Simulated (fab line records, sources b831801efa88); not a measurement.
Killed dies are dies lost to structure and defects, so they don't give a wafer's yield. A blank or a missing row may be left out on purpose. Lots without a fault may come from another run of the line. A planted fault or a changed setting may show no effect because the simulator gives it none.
fab line records | flow sky130
record lots=13 wafers=39 last_day=50
route steps=708 shown SONOS_ONO@168 CONTACT@406 METAL1@434
lots that met no fault: from a run of the same line without faults
start_h: hours from the record's first day to the start of the lot's first wafer shown | wait_h: hours since the lot's step before | " the same as in the row above | L1.1+2: a row that stands for several wafers | - no value, or no start given | * or withheld: withheld | < > ~ a bound
route shown NAME@n: a module of which the file shows steps, and the number in the route of the first | usual: mean/standard deviation of fault-free wafers | same: alike in all rows | chamber/n: place in a boat | sites: the reading at each site | _std_site: their standard deviation | _edge_site: outer sites' mean less inner sites' | radius_mm: how far each site lies from the wafer's centre | mask NAME#n: copy n | behind: the tool/chamber that last shaped the wafer | hold: why the lot was held/for how many hours/how that ended | device: the transistor (n, p or np) that didn't switch | end of line: the same wafers' tests at the end of the route | a step without rows: its recipe alone | killed: dies lost to structure and defects at the first sort, not the wafer's yield | map: a wafer's dies, x killed, . not, _ none there
set.NAME: the setting as run; set.NAME@STEP: as run at that earlier step | model.NAME: the simulator's own value behind a step, which no gauge read
steps of the route over a sample of lots; a table a step, a row a wafer
services: from which hour (start_h, from the record's first day; less than 0 if before it) a tool's chamber was out of use, for how many hours, and why
## steps
# step SKY_SONOS_ONO_OXIDATION_00
# recipe temp_c=800 ambient=O2 idle_temp_c=700 ramp_up_c_per_min=10 ramp_down_c_per_min=3 stabilise_s=600 purge_s=300 target_thk_a=26 ox_time_s=1249
# usual ramp_up_c_per_min=9.9999/0.0017 spike_tc_centre_C=801.5/1.8 spike_tc_upper_C=800.2/1.1 zone_power_top_pct=27.8/0.52 zone_power_upper_pct=14.6/1.4
# columns lot.wafer tool chamber start_h wait_h ramp_up_c_per_min spike_tc_centre_C spike_tc_upper_C zone_power_top_pct zone_power_upper_pct
L435.2 furnace-02 0 272.65 0.0 10.000 801.7 799.4 27.5 13.6
L435.3 " 0 " " 9.9997 802.7 801.1 27.5 13.7
L435.5 " 0 " " 9.9989 801.3 800.7 27.6 13.7
L434.2 furnace-02 0 275.17 0.8 9.9974 802.5 799.9 27.0 13.4
L434.3 " 0 " " 10.002 803.8 799.5 27.2 13.5
L434.6 " 0 " " 10.002 802.9 800.1 27.5 13.7
L437.2 furnace-01 0 292.21 2.0 10.001 798.4 799.9 28.2 16.4
L437.3 " 0 " " 9.9979 799.7 799.8 28.8 16.5
L437.4 " 0 " " 10.001 800.0 800.5 28.2 16.3
L438.1 furnace-02 0 299.12 0.6 9.9995 803.1 798.8 27.5 13.7
L438.3 " 0 " " 10.002 802.4 799.4 27.7 13.6
L438.6 " 0 " " 9.9991 803.4 801.7 27.5 13.5
L439.3 furnace-01 0 307.56 1.8 10.002 801.1 801.5 28.4 16.4
L439.4 " 0 " " 9.9982 798.1 798.4 28.5 16.6
L439.6 " 0 " " 9.9996 798.9 801.2 27.8 16.7
L440.1 furnace-01 0 318.47 0.1 9.9973 798.6 801.8 27.8 16.3
L440.2 " 0 " " 9.9978 799.8 800.0 28.5 16.4
L440.5 " 0 " " 9.9955 799.4 802.1 29.2 16.6
L441.3 furnace-02 0 334.41 1.8 9.9993 802.8 800.0 27.7 13.7
L441.4 " 0 " " 9.9999 802.5 799.6 27.9 13.7
L441.6 " 0 " " 10.001 801.1 801.1 28.0 13.6
L443.2 furnace-01 0 338.09 1.1 9.9989 799.3 801.4 28.6 16.5
L443.3 " 0 " " 10.000 799.4 803.5 28.8 16.6
L443.6 " 0 " " 10.000 799.7 800.4 28.2 16.5
L445.1 furnace-02 0 363.61 0.0 10.003 803.0 801.1 27.0 13.6
L445.2 " 0 " " 10.002 801.1 799.7 27.9 13.5
L445.4 " 0 " " 9.9993 802.4 800.6 27.8 13.9
L449.1 furnace-02 0 406.02 0.0 10.002 805.0 767.5 33.6 3.8
L449.2 " 0 " " 10.001 807.1 768.5 33.8 3.8
L449.4 " 0 " " 9.9975 806.9 765.5 33.5 3.7
L451.1 furnace-01 0 414.09 3.1 10.000 798.9 800.1 28.4 16.5
L451.3 " 0 " " 9.9980 800.2 800.8 28.0 16.7
L451.6 " 0 " " 10.002 798.7 801.1 28.5 16.5
L452.2 furnace-02 0 418.37 2.9 9.9997 807.1 766.8 33.4 3.8
L452.3 " 0 " " 10.001 807.6 768.2 33.1 3.7
L452.6 " 0 " " 9.9990 805.6 766.5 33.8 3.8
L455.1 furnace-01 0 444.62 0.9 10.003 800.9 802.1 28.5 16.3
L455.2 " 0 " " 9.9996 797.1 802.0 28.6 16.4
L455.6 " 0 " " 10.000 799.2 799.0 28.6 16.6
# step SKY_CONTACT_CVD_00
# recipe material=Si3N4 target_thk_nm=75 temp_c=400 time_s=withheld rf_w=450
# usual heater_power_w=760/66
# columns lot.wafer tool chamber start_h wait_h heater_power_w
L435.2 pecvd-02 1 744.40 0.0 728
L435.3 " 2 " " 629
L435.5 " 0 " " 739
L434.2 pecvd-01 0 745.48 0.0 835
L434.3 " 1 " " 657
L434.6 " 0 " " 824
L437.2 pecvd-04 2 749.36 0.0 734
L437.3 " 1 " " 803
L437.4 " 1 " " 798
L438.1 pecvd-04 1 755.59 0.0 834
L438.3 " 0 " " 839
L438.6 " 0 " " 867
L439.3 pecvd-04 0 764.58 0.0 901
L439.4 " 0 " " 858
L439.6 " 1 " " 841
L440.1 pecvd-04 0 776.92 0.0 831
L440.2 " 2 " " 778
L440.5 " 0 " " 828
L441.3 pecvd-01 0 789.08 0.0 834
L441.4 " 1 " " 662
L441.6 " 0 " " 824
L443.2 pecvd-04 2 791.44 0.0 656
L443.3 " 1 " " 840
L443.6 " 2 " " 658
L445.1 pecvd-04 2 840.47 0.0 665
L445.2 " 0 " " 908
L445.4 " 2 " " 682
L449.1 pecvd-01 2 858.42 0.0 715
L449.2 " 0 " " 714
L449.4 " 1 " " 706
L451.1 pecvd-04 2 862.37 0.0 737
L451.3 " 0 " " 874
L451.6 " 1 " " 785
L452.2 pecvd-02 0 869.83 0.0 766
L452.3 " 2 " " 696
L452.6 " 1 " " 725
L455.1 pecvd-04 2 891.48 0.0 777
L455.2 " 0 " " 875
L455.6 " 0 " " 863
# step SKY_METAL1_SPUTTER_00
# recipe material=Ti target_thk_nm=15 power_w=3000 time_s=10 chamber_pressure_pa=0.4
# usual cathode_dc_power_W=3000.0/0.56 throttle_valve_pct=30.2/0.94
# same time_s=10
# columns lot.wafer tool chamber start_h wait_h cathode_dc_power_W throttle_valve_pct
L435.2 pvd_sputter-01 - 774.06 0.2 2999.9 29.4
L435.3 " - " " 2999.8 29.2
L435.5 " - " " 2999.2 29.1
L434.2 pvd_sputter-04 - 775.30 0.1 3000.6 31.0
L434.3 " - " " 3001.4 30.3
L434.6 " - " " 3001.0 30.8
L437.2 pvd_sputter-04 - 778.70 0.1 2999.1 30.8
L437.3 " - " " 3001.2 31.0
L437.4 " - " " 3000.0 30.3
L438.1 pvd_sputter-02 - 784.40 0.2 3001.2 28.1
L438.3 " - " " 2999.8 29.9
L438.6 " - " " 2999.8 28.4
L439.3 pvd_sputter-02 - 793.14 0.1 3000.0 29.9
L439.4 " - " " 2999.8 30.0
L439.6 " - " " 2999.4 31.4
L440.1 pvd_sputter-04 - 804.92 0.2 3000.3 30.7
L440.2 " - " " 2999.8 31.0
L440.5 " - " " 3000.0 30.1
L441.3 pvd_sputter-04 - 818.31 0.1 2999.1 31.0
L441.4 " - " " 3000.7 30.5
L441.6 " - " " 2999.5 30.4
L443.2 pvd_sputter-01 - 820.56 0.1 3000.3 31.5
L443.3 " - " " 2999.2 29.2
L443.6 " - " " 3000.1 31.2
L445.1 pvd_sputter-04 - 868.50 0.2 3000.3 29.9
L445.2 " - " " 2999.8 30.9
L445.4 " - " " 2999.4 31.0
L449.1 pvd_sputter-02 - 885.79 0.1 3000.1 28.4
L449.2 " - " " 2999.9 30.7
L449.4 " - " " 2999.8 31.4
L451.1 pvd_sputter-04 - 890.72 0.1 3001.2 30.7
L451.3 " - " " 3000.1 30.9
L451.6 " - " " 2999.2 30.0
L452.2 pvd_sputter-02 - 897.75 0.1 2999.7 29.7
L452.3 " - " " 3000.5 28.2
L452.6 " - " " 2999.2 29.8
L455.1 pvd_sputter-01 - 918.15 0.1 3000.5 29.1
L455.2 " - " " 2999.5 29.3
L455.6 " - " " 2999.3 29.4
# step SKY_METAL1_DESCUM_17
# recipe chemistry=O2 source_power_w=150 bias_power_w=0 pressure_mtorr=10 temp_c=40 time_s=8
# usual drypump_motor_current_A=5.7/0.46 oes_product_au=0.996/0.013
# same time_s=8
# columns lot.wafer tool chamber start_h wait_h drypump_motor_current_A oes_product_au rf_hours_counter_h
L435.2 rie_metal-02 1 801.10 0.0 6.0 1.003 7
L435.3 " 1 " " 6.0 1.007 -
L435.5 " 1 " " 6.0 1.002 -
L434.2 rie_metal-01 1 801.76 0.0 5.4 0.989 5
L434.3 " 1 " " 5.4 0.994 -
L434.6 " 0 " " 6.0 0.996 -
L437.2 rie_metal-01 1 806.01 0.0 5.4 0.996 5
L437.3 " 1 " " 5.5 1.001 -
L437.4 " 0 " " 6.0 1.003 -
L438.1 rie_metal-01 1 810.91 0.0 5.4 0.989 5
L438.3 " 0 " " 6.0 0.993 -
L438.6 " 0 " " 6.0 0.994 -
L439.3 rie_metal-04 1 820.06 0.0 6.0 0.996 -
L439.4 " 0 " " 4.8 0.977 -
L439.6 " 0 " " 4.8 0.982 -
L440.1 rie_metal-04 1 831.96 0.0 6.1 0.991 8
L440.2 " 0 " " 4.8 0.967 4
L440.5 " 0 " " 4.8 0.985 -
L441.3 rie_metal-02 0 844.27 0.0 5.9 0.990 -
L441.4 " 1 " " 6.0 1.011 -
L441.6 " 1 " " 6.0 1.007 -
L443.2 rie_metal-04 1 846.55 0.0 6.1 1.017 9
L443.3 " 1 " " 6.1 1.004 -
L443.6 " 1 " " 6.0 1.009 -
L445.1 rie_metal-01 0 894.75 0.0 6.0 1.010 11
L445.2 " 1 " " 5.5 0.996 8
L445.4 " 1 " " 5.4 0.994 -
L449.1 rie_metal-04 1 910.76 0.0 6.0 1.012 11
L449.2 " 0 " " 4.8 0.986 7
L449.4 " 1 " " 6.0 1.021 -
L451.1 rie_metal-01 1 916.01 0.0 5.5 0.993 9
L451.3 " 1 " " 5.5 0.984 -
L451.6 " 1 " " 5.5 1.005 -
L452.2 rie_metal-01 0 923.51 0.0 6.0 0.997 13
L452.3 " 1 " " 5.4 0.990 -
L452.6 " 1 " " 5.4 0.990 -
L455.1 rie_metal-02 1 942.81 0.0 5.9 1.006 12
L455.2 " 0 " " 6.0 0.983 5
L455.6 " 0 " " 5.9 0.986 -
## services
# columns tool chamber start_h hours kind
furnace-02 - 259.57 3.3 pm
furnace-01 - 266.79 3.0 pm
pecvd-04 2 294.82 11.2 repair
rie_metal-01 - 342.23 1.1 repair
pecvd-04 - 375.32 1.4 repair
furnace-02 - 375.52 3.0 pm
furnace-01 - 409.29 3.5 pm
pvd_sputter-04 - 420.38 2.7 repair
pvd_sputter-04 - 438.16 2.5 repair
pecvd-04 - 471.84 2.4 repair
furnace-02 - 493.29 3.0 pm
pecvd-04 - 495.55 2.8 pm
furnace-02 - 541.57 2.8 pm
pecvd-04 2 565.27 3.8 repair
pecvd-04 - 626.84 6.0 pm
furnace-02 - 662.38 3.0 pm
pecvd-04 - 677.74 3.3 repair
pecvd-04 - 705.48 1.1 repair
pecvd-04 0 787.77 4.9 repair
furnace-02 - 823.57 3.1 pm
furnace-02 - 829.29 3.4 pm
furnace-02 - 837.43 12.5 pm
pecvd-04 - 856.10 5.5 pm
pecvd-04 - 917.91 0.7 repair
## key
first_sign step=SKY_SONOS_ONO_OXIDATION_00 reading=spike_tc_upper_C direction=down sigmas=30 usual=800.2 struck=767.2
effect step=SKY_SONOS_ONO_OXIDATION_00 reading=zone_power_top_pct direction=up sigmas=11 usual=27.8 struck=33.5
met_at SKY_SONOS_ONO_OXIDATION_00
struck_lots L449,L452
tester_left_out L449,L452
not_acting_at SKY_CONTACT_CVD_00,SKY_METAL1_SPUTTER_00,SKY_METAL1_DESCUM_17
onset_between 363.61 406.02
fault kind=process_parameter_drift tool=furnace-02 chamber=- onset_h=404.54 steps=SKY_SONOS_ONO_OXIDATION_00 channel=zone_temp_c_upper offset=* shape=step end_h=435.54
# tester_left_out: of these lots the tester's yield and bins aren't shown, on N5 and GAA mostly nor the transistor test; their killed dies are dies lost to structure and defects alone, not to doping, threshold or leakage, so they don't give the yield
